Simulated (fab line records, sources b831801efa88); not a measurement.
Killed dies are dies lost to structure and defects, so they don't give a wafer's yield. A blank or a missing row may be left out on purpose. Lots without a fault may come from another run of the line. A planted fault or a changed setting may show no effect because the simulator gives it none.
Chamber matching | flow sfq_line | SFQ_TRILAYER_I7_CMP_CMP_184 on cmp-02: 4 sister chambers
The step polishes SiO2. 16 wafers are shown with their chamber, then 8 later ones without.

WAFERS WITH THEIR CHAMBER
wafer  | chamber | motor_current_A (A) | time_to_endpoint_s (s)
L656.3 | 0       | 9.3                 | 210
L656.1 | 3       | 12.3                | 220
L656.4 | 2       | 9.7                 | 224
L657.2 | 2       | 9.7                 | 221
L657.1 | 0       | 9.7                 | 215
L657.5 | 1       | 9.8                 | 221
L658.2 | 2       | 9.9                 | 208
L658.5 | 1       | 9.6                 | 223
L658.6 | 2       | 9.8                 | 225
L668.1 | 3       | 11.0                | 215
L668.3 | 2       | 9.7                 | 216
L668.5 | 3       | 11.7                | 220
L670.3 | 1       | 9.6                 | 217
L670.1 | 0       | 10.1                | 208
L670.2 | 3       | 12.2                | 217
L674.4 | 0       | 9.5                 | 208

SIGNATURES (means of the wafers above)
reading            | chamber 0 | chamber 1 | chamber 2 | chamber 3 | scatter within a chamber
motor_current_A    | 9.650     | 9.667     | 9.760     | 11.800    | 0.35
time_to_endpoint_s | 210.25    | 220.33    | 218.80    | 218.00    | 4.69
Rule: a wafer's distance from a chamber is the root of the sum, over the readings, of the square of ((its reading less the chamber's mean) divided by the reading's scatter). The wafer belongs to the nearest chamber; if the next one is less than 2 further off, it can't be placed. The scatter: the root of (the sum of the squares of (reading less its chamber's mean) over the shown wafers, divided by (wafers less chambers)).

WAFERS WITHOUT THEIR CHAMBER
wafer  | motor_current_A (A) | time_to_endpoint_s (s)
L674.1 | 9.5                 | 216
L674.5 | 9.8                 | 210
L675.3 | 9.9                 | 216
L675.1 | 12.6                | 214
L675.6 | 9.9                 | 218
L677.1 | 12.0                | 209
L677.2 | 10.2                | 204
L677.3 | 9.6                 | 203

WHICH CHAMBER EACH WENT THROUGH
wafer  | from the rows above          | in truth
L674.1 | can't be placed: 2 or 1 or 0 | 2
L674.5 | can't be placed: 0 or 2 or 1 | 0
L675.3 | can't be placed: 2 or 1 or 0 | 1
L675.1 | 3                            | 3
L675.6 | can't be placed: 2 or 1 or 0 | 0
L677.1 | 3                            | 3
L677.2 | can't be placed: 0 or 2 or 1 | 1
L677.3 | can't be placed: 0 or 2      | 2
Placed correctly: 2 of 8. Can't be placed from these rows: 6 (the true chamber is among the candidates in 6). Placed wrongly: 0.
